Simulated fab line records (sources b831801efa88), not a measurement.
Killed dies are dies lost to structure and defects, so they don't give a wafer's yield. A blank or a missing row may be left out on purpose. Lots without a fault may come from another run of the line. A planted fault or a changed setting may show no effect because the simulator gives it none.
fab line records + flow sky130
[record]
- lots = 5
- wafers = 15
- lastDay = 50
route steps=708 shown POLY_GATE@229 LDD_N@237
lots that met no fault: from a run of the same line without faults
startH: the number of hours between the record's first day and the start of the first shown wafer of the lot + waitH: hours since the lot's step before + " as in the row above + L1.1+2: one row covering several wafers at once + - no value, or no start was given + * or withheld: withheld + < > ~ a bound
route shown NAME@n: names a module that has steps shown in the file, with the first one's number in the route + usual: average and standard deviation across the fault-free wafers + same: alike in all rows + chamber/n: place in a boat + sites: the reading at each site + _std_site: the values' standard deviation + _edge_site: outer sites' mean less inner sites' + radiusMm: how far each site lies from the wafer's centre + mask NAME#n: copy n + behind: the last tool/chamber to shape the wafer + hold: reason for holding the lot/hours on hold/outcome of the hold + device: transistor that didn't switch, given as n, p or np + end of line: the route-end tests of the same wafers + a step given without rows: its recipe and nothing more + killed: the dies lost at the first sort to structure and to defects; this is not the yield of the wafer + map: dies across one wafer; x = killed, . = not, _ = none there
set.NAME: the setting the step ran with; set.NAME@STEP: the setting that earlier step ran with + model.NAME: the simulator's own value behind a step, which no gauge read
certain route steps with their lots: each step a table, each wafer a row
services: the hour from which a tool's chamber was out of use, counted from the record's first day as startH (under 0 if before that day), plus the number of hours and why
[[steps]]
[step SKY_POLY_GATE_ETCH_15]
[recipe]
- chemistry = N2/H2
- target = BARC
- ionEnergyEv = 200
- sourceW = 500
- biasW = 100
- pressureMtorr = 30
- n2FlowSccm = 100
- h2FlowSccm = 200
- stopOn = SiO2
- timeS = 118.5
- targetDepthA = 1100
[usual]
- drypumpMotorCurrentA = 5.9/0.52
- oesProductAu = 0.716/0.0044
- throttleValvePct = 13.212/0.0084
| lot.wafer | tool       | chamber | startH | waitH | drypumpMotorCurrentA | oesProductAu | rfHoursCounterH | throttleValvePct |
|-----------|------------|---------|--------|-------|----------------------|--------------|-----------------|------------------|
| L342.1    | rieDiel-04 | 0       | 438.56 | 0.0   | 6.1                  | 0.722        | 5               | 13.190           |
| L342.4    | "          | 1       | "      | "     | 5.1                  | 0.716        | 5               | 13.228           |
| L342.5    | "          | 0       | "      | "     | 6.1                  | 0.721        | -               | 13.220           |
| L343.1    | rieDiel-04 | 3       | 446.89 | 0.0   | 6.1                  | 0.713        | 25              | 13.218           |
| L343.2    | "          | 0       | "      | "     | 6.1                  | 0.708        | 5               | 13.214           |
| L343.5    | "          | 2       | "      | "     | 6.5                  | 0.716        | -               | 13.233           |
| L344.1    | rieDiel-03 | 1       | 467.61 | 0.0   | 5.3                  | 0.717        | 89              | 13.227           |
| L344.3    | "          | 2       | "      | "     | 5.1                  | 0.722        | 1               | 13.215           |
| L344.5    | "          | 0       | "      | "     | 5.6                  | 0.721        | -               | 13.211           |
| L354.2    | rieDiel-01 | 1       | 543.79 | 0.0   | 5.6                  | 0.712        | 7               | 13.194           |
| L354.4    | "          | 2       | "      | "     | 6.5                  | 0.713        | 48              | 13.213           |
| L354.5    | "          | 2       | "      | "     | 6.5                  | 0.718        | -               | 13.220           |
| L357.1    | rieDiel-01 | 1       | 582.39 | 0.0   | 5.7                  | 0.716        | 8               | 13.211           |
| L357.2    | "          | 0       | "      | "     | 5.7                  | 0.709        | 6               | 13.210           |
| L357.6    | "          | 2       | "      | "     | 6.5                  | 0.712        | -               | 13.219           |
[step SKY_POLY_GATE_ETCH_16]
[recipe]
- stopOn = poly-Si
- chemistry = CH3F/O2
- target = Si3N4
- sourceW = 400
- biasW = 80
- pressureMtorr = 25
- ch3fFlowSccm = 40
- O2_flow_sccm = 30
- timeS = 147.5
- targetDepthA = 750
[usual]
- drypumpMotorCurrentA = 5.9/0.52
- oesProductAu = 0.640/0.0054
- throttleValvePct = 10.534/0.009
| lot.wafer | tool       | chamber | startH | waitH | drypumpMotorCurrentA | oesProductAu | rfHoursCounterH | throttleValvePct |
|-----------|------------|---------|--------|-------|----------------------|--------------|-----------------|------------------|
| L342.1    | rieDiel-04 | 0       | 438.65 | 0.0   | 6.1                  | 0.652        | 5               | 10.531           |
| L342.4    | "          | 1       | "      | "     | 5.0                  | 0.644        | 5               | 10.540           |
| L342.5    | "          | 0       | "      | "     | 6.1                  | 0.645        | -               | 10.530           |
| L343.1    | rieDiel-04 | 3       | 446.98 | 0.0   | 6.0                  | 0.637        | 25              | 10.524           |
| L343.2    | "          | 0       | "      | "     | 6.1                  | 0.639        | 5               | 10.529           |
| L343.5    | "          | 2       | "      | "     | 6.5                  | 0.639        | -               | 10.528           |
| L344.1    | rieDiel-03 | 1       | 467.69 | 0.0   | 5.3                  | 0.633        | 89              | 10.546           |
| L344.3    | "          | 2       | "      | "     | 5.0                  | 0.635        | 2               | 10.533           |
| L344.5    | "          | 0       | "      | "     | 5.6                  | 0.630        | -               | 10.539           |
| L354.2    | rieDiel-01 | 1       | 543.88 | 0.0   | 5.7                  | 0.647        | 7               | 10.539           |
| L354.4    | "          | 2       | "      | "     | 6.5                  | 0.643        | 48              | 10.541           |
| L354.5    | "          | 2       | "      | "     | 6.5                  | 0.643        | -               | 10.532           |
| L357.1    | rieDiel-01 | 1       | 582.47 | 0.0   | 5.6                  | 0.648        | 8               | 10.502           |
| L357.2    | "          | 0       | "      | "     | 5.7                  | 0.643        | 6               | 10.527           |
| L357.6    | "          | 2       | "      | "     | 6.5                  | 0.637        | -               | 10.546           |
[step SKY_POLY_GATE_ETCH_17]
[recipe]
- targetDepthNm = 180
- stopOn = SiO2
- overEtchFrac = 0.56667
- chemistry = HBr/Cl2
- target = poly-Si
- icpW = 400
- biasW = 100
- pressureMtorr = 10
- HBr_flow_sccm = 150
- Cl2_flow_sccm = 50
- timeS = 70.5
[usual]
- drypumpMotorCurrentA = 5.52/0.29
- oesProductAu = 0.989/0.0065
- throttleValvePct = 33.684/0.0087
| lot.wafer | tool     | chamber | startH | waitH | drypumpMotorCurrentA | oesProductAu | rfHoursCounterH | throttleValvePct |
|-----------|----------|---------|--------|-------|----------------------|--------------|-----------------|------------------|
| L342.1    | rieSi-01 | 1       | 438.75 | 0.0   | 5.45                 | 0.984        | 34              | 33.672           |
| L342.4    | "        | 2       | "      | "     | 6.29                 | 0.987        | 4               | 33.681           |
| L342.5    | "        | 0       | "      | "     | 5.69                 | 0.987        | -               | 33.688           |
| L343.1    | rieSi-02 | 2       | 447.07 | 0.0   | 5.46                 | 0.990        | 5               | 33.688           |
| L343.2    | "        | 3       | "      | "     | 5.41                 | 0.989        | 38              | 33.687           |
| L343.5    | "        | 2       | "      | "     | 5.49                 | 0.980        | -               | 33.696           |
| L344.1    | rieSi-01 | 0       | 467.79 | 0.0   | 5.69                 | 0.995        | 2               | 33.671           |
| L344.3    | "        | 3       | "      | "     | 5.18                 | 0.985        | 2               | 33.690           |
| L344.5    | "        | 3       | "      | "     | 5.18                 | 0.984        | -               | 33.690           |
| L354.2    | rieSi-01 | 2       | 543.97 | 0.0   | 6.23                 | 1.000        | 5               | 33.673           |
| L354.4    | "        | 1       | "      | "     | 5.45                 | 0.989        | 35              | 33.667           |
| L354.5    | "        | 1       | "      | "     | 5.44                 | 0.979        | -               | 33.686           |
| L357.1    | rieSi-02 | 1       | 582.57 | 0.0   | 5.38                 | 0.992        | 6               | 33.675           |
| L357.2    | "        | 0       | "      | "     | 5.43                 | 0.986        | 0               | 33.692           |
| L357.6    | "        | 2       | "      | "     | 5.49                 | 0.980        | -               | 33.685           |
[step SKY_POLY_GATE_STRIP_18]
[recipe]
- chemistry = O2/N2
- powerW = 1400
- pressureMtorr = 1500
- platenTempC = withheld
- o2FlowSccm = 3000
- n2FlowSccm = 300
- overashFraction = 0.5
[usual]
- drypumpMotorCurrentA = 5.7/0.31
- oesProductAu = 0.361/0.0051
- stripTimeToEndpointS = 3.159/0.027
| lot.wafer | tool           | chamber | startH | waitH | drypumpMotorCurrentA | oesProductAu | rfHoursCounterH | stripTimeToEndpointS |
|-----------|----------------|---------|--------|-------|----------------------|--------------|-----------------|----------------------|
| L342.1    | plasmaAsher-01 | 0       | 438.80 | 0.0   | 6.1                  | 0.362        | 31              | 3.133                |
| L342.4    | "              | 0       | "      | "     | 6.1                  | 0.358        | -               | 3.147                |
| L342.5    | "              | 0       | "      | "     | 6.1                  | 0.357        | -               | 3.183                |
| L343.1    | plasmaAsher-02 | 0       | 447.13 | 0.0   | 5.3                  | 0.363        | 76              | 3.130                |
| L343.2    | "              | 1       | "      | "     | 5.4                  | 0.351        | 76              | 3.148                |
| L343.5    | "              | 0       | "      | "     | 5.3                  | 0.357        | -               | 3.133                |
| L344.1    | plasmaAsher-01 | 1       | 467.84 | 0.0   | 5.9                  | 0.356        | 35              | 3.167                |
| L344.3    | "              | 0       | "      | "     | 6.1                  | 0.364        | -               | 3.171                |
| L344.5    | "              | 0       | "      | "     | 6.1                  | 0.356        | -               | 3.161                |
| L354.2    | plasmaAsher-03 | 0       | 544.03 | 0.0   | 5.4                  | 0.364        | 10              | 3.152                |
| L354.4    | "              | 1       | "      | "     | 5.6                  | 0.365        | -               | 3.166                |
| L354.5    | "              | 0       | "      | "     | 5.4                  | 0.366        | -               | 3.161                |
| L357.1    | plasmaAsher-01 | 0       | 582.62 | 0.0   | 6.1                  | 0.366        | 46              | 3.153                |
| L357.2    | "              | 1       | "      | "     | 5.9                  | 0.365        | 46              | 3.185                |
| L357.6    | "              | 0       | "      | "     | 6.1                  | 0.363        | -               | 3.160                |
[step SKY_POLY_GATE_CLEAN_19]
[recipe]
- chemistry = SC1/SC2
- mix = 1:4:20
- tempC = 70
- timeS = 150
- dry = n2Spin
[step SKY_POLY_GATE_OXIDATION_20]
[recipe]
- tempC = 850
- ambient = O2
- stabiliseS = 600
- purgeS = 300
- targetThkA = 40
- oxTimeS = 899
[step SKY_POLY_GATE_THK_MEAS_21]
[recipe]
- reads = SiO2_of_POLY_GATE_OXIDATION_20
[usual]
- POLY_GATE_OXIDATION_THK = 4.02/0.08
| lot.wafer | tool         | chamber | startH | waitH | POLY_GATE_OXIDATION_THK[nm] |
|-----------|--------------|---------|--------|-------|-----------------------------|
| L342.1    | filmMetro-03 | -       | 440.20 | 0.0   | 4.08                        |
| L342.4    | "            | -       | "      | "     | 4.04                        |
| L342.5    | "            | -       | "      | "     | 4.03                        |
| L343.1    | filmMetro-04 | -       | 450.54 | 0.0   | 4.02                        |
| L343.2    | "            | -       | "      | "     | 4.07                        |
| L343.5    | "            | -       | "      | "     | 4.04                        |
| L344.1    | filmMetro-01 | -       | 469.29 | 0.0   | 3.95                        |
| L344.3    | "            | -       | "      | "     | 4.05                        |
| L344.5    | "            | -       | "      | "     | 4.07                        |
| L354.2    | filmMetro-03 | -       | 546.84 | 0.0   | 4.10                        |
| L354.4    | "            | -       | "      | "     | 4.06                        |
| L354.5    | "            | -       | "      | "     | 3.96                        |
| L357.1    | filmMetro-04 | -       | 584.02 | 0.0   | 4.01                        |
| L357.2    | "            | -       | "      | "     | 3.97                        |
| L357.6    | "            | -       | "      | "     | 4.00                        |
[step SKY_POLY_GATE_CD_MEAS_22]
[usual]
- cdNm = 150.1/1.9
| lot.wafer | tool     | chamber | startH | waitH | cdNm  |
|-----------|----------|---------|--------|-------|-------|
| L342.1    | cdSem-01 | -       | 440.26 | 0.1   | 152.1 |
| L342.4    | "        | -       | "      | "     | 151.4 |
| L342.5    | "        | -       | "      | "     | 151.3 |
| L343.1    | cdSem-01 | -       | 450.60 | 0.1   | 150.1 |
| L343.2    | "        | -       | "      | "     | 150.5 |
| L343.5    | "        | -       | "      | "     | 149.8 |
| L344.1    | cdSem-02 | -       | 469.35 | 0.1   | 149.9 |
| L344.3    | "        | -       | "      | "     | 152.5 |
| L344.5    | "        | -       | "      | "     | 150.1 |
| L354.2    | cdSem-01 | -       | 546.92 | 0.1   | 150.1 |
| L354.4    | "        | -       | "      | "     | 148.4 |
| L354.5    | "        | -       | "      | "     | 149.5 |
| L357.1    | cdSem-01 | -       | 584.08 | 0.1   | 151.4 |
| L357.2    | "        | -       | "      | "     | 149.3 |
| L357.6    | "        | -       | "      | "     | 153.9 |
[step SKY_LDD_N_DEHYDRATE_00]
[recipe]
- tempC = 200
- timeS = 60
[step SKY_LDD_N_HMDS_01]
[recipe]
- primeTimeS = 60
- primeTempC = 120
[step SKY_LDD_N_COAT_02]
[recipe]
- resist = NOVOLAK
- spinRpm = 3000
- resistThkNm = 300
[step SKY_LDD_N_SOFTBAKE_03]
[recipe]
- tempC = 90
- timeS = 60
- resist = NOVOLAK
[step SKY_LDD_N_EXPOSE_04]
[recipe]
- maskId = NTM
- targetCdNm = 840
- na = 0.6
- sourceShape = conventional
- sigmaOuter = 0.6
- doseMj = 110
| lot.wafer  | tool            | chamber | startH | waitH | mask     |
|------------|-----------------|---------|--------|-------|----------|
| L342.1+4+5 | ilineStepper-01 | 0       | 455.65 | -     | NTM#0    |
| L343.1+2+5 | ilineStepper-02 | 0       | 466.55 | -     | NTM#0    |
| L344.1+3+5 | ilineStepper-02 | 0       | 484.73 | -     | NTM_R1#0 |
| L354.2+4+5 | ilineStepper-02 | 0       | 562.64 | -     | NTM#0    |
| L357.1+2+6 | ilineStepper-01 | 0       | 599.28 | -     | NTM#0    |
[step SKY_LDD_N_PEB_05]
[recipe]
- tempC = withheld
- timeS = *
- resist = NOVOLAK
[[services]]
| tool            | chamber | startH | hours | kind   |
|-----------------|---------|--------|-------|--------|
| rieDiel-04      | 3       | 421.42 | 9.7   | repair |
| ilineStepper-01 | -       | 429.02 | 1.7   | pm     |
| ilineStepper-01 | -       | 434.51 | 3.7   | repair |
| rieSi-01        | -       | 471.33 | 2.8   | pm     |
| ilineStepper-02 | -       | 482.63 | 1.7   | pm     |
| rieSi-01        | 1       | 486.48 | 3.3   | repair |
| rieDiel-03      | -       | 493.02 | 0.3   | repair |
| rieSi-02        | 2       | 493.04 | 2.1   | repair |
| rieDiel-03      | 2       | 501.81 | 16.1  | repair |
| ilineStepper-02 | -       | 502.53 | 2.1   | pm     |
| rieSi-02        | 2       | 509.81 | 3.0   | repair |
| rieSi-02        | 1       | 512.78 | 6.5   | repair |
| rieDiel-03      | 0       | 517.27 | 3.3   | repair |
| rieSi-02        | 1       | 519.75 | 10.1  | repair |
| rieDiel-03      | -       | 529.21 | 10.0  | repair |
| rieSi-01        | 3       | 531.11 | 5.9   | repair |
| rieDiel-01      | 0       | 534.79 | 7.2   | repair |
| rieSi-01        | -       | 536.53 | 0.3   | repair |
| rieDiel-03      | 3       | 537.80 | 39.3  | repair |
| rieSi-01        | -       | 544.79 | 1.5   | repair |
| rieDiel-04      | 0       | 554.80 | 3.1   | repair |
| rieSi-01        | -       | 587.07 | 15.6  | pm     |
| rieDiel-01      | -       | 588.87 | 2.8   | pm     |
| rieDiel-03      | 1       | 595.13 | 9.1   | repair |
[[key]]
[firstSign]
- step = SKY_LDD_N_EXPOSE_04
- reading = mask
- direction = changed
effect none on later readings
metAt SKY_LDD_N_EXPOSE_04
struckWafers L344.1,L344.3,L344.5
sortLeftOut L344.1,L344.3,L344.5
testerLeftOut L344
onsetBetween 466.55 484.73
[fault]
- kind = wrongMask
- tool = any
- chamber = -
- onsetH = 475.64
- steps = SKY_LDD_N_EXPOSE_04
- auxCopy = NTM_R1#0
- cdOffsetNm = -168
- scope = struckLotsOnly
// testerLeftOut: of these lots the tester's yield and bins aren't shown, on N5 and GAA mostly nor the transistor test; their killed dies are dies lost to structure and defects alone, not to doping, threshold or leakage, so they don't give the yield
// sortLeftOut: the simulated sort isn't trusted on such a fault, so these wafers' sort isn't shown, and their yield isn't known
